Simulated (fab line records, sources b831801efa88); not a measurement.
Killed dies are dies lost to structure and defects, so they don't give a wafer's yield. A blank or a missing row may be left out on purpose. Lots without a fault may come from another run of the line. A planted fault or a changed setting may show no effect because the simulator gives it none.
A struck lot beside a sound one | flow sky130 | 17 steps out of a route of 708
Sound: wafers L756.2, L756.3, L756.5. Struck: wafers L761.3, L761.4, L761.5. The cause comes at the end.
At each step with rows: each side's tool, then ch and its chambers, then its first start. Under that, the readings that differ: sound wafers | struck wafers | difference of the means | sigmas: that difference in standard deviations of wafers without a fault.
alike: readings whose means differ by less than 2 such deviations, and words and numbers that are the same on both sides. not compared: withheld readings, readings that some wafer has no value for, bounds like >300 that may hide the same value, and numbers for which the record gives no deviation and whose values overlap.
The two part at a step that has a row with sigmas, a row that says differs or no value, or rows on one side only. Numbers that don't overlap but have no deviation are shown without sigmas and don't part them. A reading that every wafer of one side lacks parts them only if that side has two wafers or more.

SKY_POLY_GATE_THK_MEAS_04:
  sound on film_metro-03, day 14 19:06; struck on film_metro-04, day 17 02:01
  alike: POLY_GATE_CVD_03_THK
then, 8 steps without rows for these wafers: SKY_POLY_GATE_DEHYDRATE_05 (time 60 s); SKY_POLY_GATE_HMDS_06 (prime time 60 s); SKY_POLY_GATE_COAT_07 (resist thk 110 nm); SKY_POLY_GATE_COAT_08 (resist thk 450 nm); SKY_POLY_GATE_SOFTBAKE_09 (time 90 s); SKY_POLY_GATE_EXPOSE_10 (exposes mask P1M, target cd 150 nm); SKY_POLY_GATE_PEB_11; SKY_POLY_GATE_DEVELOP_12 (develop time 60 s).
SKY_POLY_GATE_CD_MEAS_13: target cd 150 nm.
  sound on cd_sem-01, day 15 23:02; struck on cd_sem-01, day 18 06:55
  alike: cd_nm
SKY_POLY_GATE_OVL_MEAS_14:
  sound on overlay-02, day 15 23:09; struck on overlay-02, day 18 07:01
  alike: POLY_GATE_OVL
SKY_POLY_GATE_ETCH_15: etches BARC in N2/H2, stops on SiO2, time 118.5 s, target depth 110 nm.
  sound on rie_diel-01 ch 0,2,3, day 15 23:11; struck on rie_diel-01 ch 0,1,2, day 18 07:02
  alike: bias_w, drypump_motor_current_A, oes_product_au, rf_fwd_power_W, throttle_valve_pct
  not compared: rf_hours_counter_h
SKY_POLY_GATE_ETCH_16: etches Si3N4 in CH3F/O2, stops on poly-Si, time 147.5 s, target depth 75 nm.
  sound on rie_diel-01 ch 0,2,3, day 15 23:16; struck on rie_diel-01 ch 0,1,2, day 18 07:07
  reading                                          | sound             | struck               | difference | sigmas
  bias_w (W)                                       | 79.97 79.89 80.32 | 104.85 105.36 104.83 | +24.95     | +99 or more
  model.KrF-thick_of_POLY_GATE_COAT_08.thk_nm (nm) | 233.6 234.4 234.1 | 218.3 221.5 216.5    | -15.3      |
  model.poly-Si_of_POLY_GATE_CVD_00.thk_nm (nm)    | 176.7 180.2 178.4 | 175.1 174.5 175.2    | -3.5       |
  alike: drypump_motor_current_A, oes_product_au, rf_fwd_power_W, throttle_valve_pct
  not compared: rf_hours_counter_h
SKY_POLY_GATE_ETCH_17: etches poly-Si in HBr/Cl2, stops on SiO2, target depth 180 nm, time 70.5 s.
  sound on rie_si-01 ch 0,1,2, day 15 23:22; struck on rie_si-01 ch 1,2,3, day 18 07:13
  reading                                          | sound             | struck            | difference | sigmas
  model.KrF-thick_of_POLY_GATE_COAT_08.thk_nm (nm) | 139.6 137.3 139.7 | 121.6 124.1 118.8 | -17.4      |
  alike: bias_w, drypump_motor_current_A, he_backside_leak_sccm, oes_product_au, rf_fwd_power_W, throttle_valve_pct
  not compared: rf_hours_counter_h
SKY_POLY_GATE_STRIP_18: strips in O2/N2.
  sound on plasma_asher-02 ch 1, day 15 23:25; struck on plasma_asher-04 ch 0,1, day 18 07:18
  reading                      | sound          | struck         | difference | sigmas
  strip_time_to_endpoint_s (s) | 3.17 3.14 3.17 | 2.94 3.01 2.93 | -0.20      | -3
  alike: drypump_motor_current_A, oes_product_au
  not compared: rf_hours_counter_h
then, 1 step without rows for these wafers: SKY_POLY_GATE_CLEAN_19 (cleans in SC1/SC2, time 150 s).
-- the record jumps here: 29 days lie between the struck wafers' starts before and after (it left off in module POLY_GATE and takes up again in module PAD_OPEN, whose first step shown is number 708 of the route) --
SKY_PAD_OPEN_PROBE_99:
  sound on prober-01, day 45 08:59; struck on prober-02, day 47 03:29
  alike: killed_at_M0_to_M3, killed_at_M4_up, killed_at_contacts, killed_at_front_end, killed_at_other, killed_dies, killed_open, killed_short

WHERE THEY PART
First at SKY_POLY_GATE_ETCH_16; last, within this record, at SKY_POLY_GATE_STRIP_18. Later steps at which nothing parts them and some readings are alike: SKY_PAD_OPEN_PROBE_99.

WHY: what the simulator had put in
Process parameter drift: rie_diel-01, from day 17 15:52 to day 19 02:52, at SKY_POLY_GATE_ETCH_16. Setting bias_w, moved by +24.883, from 80. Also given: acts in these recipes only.
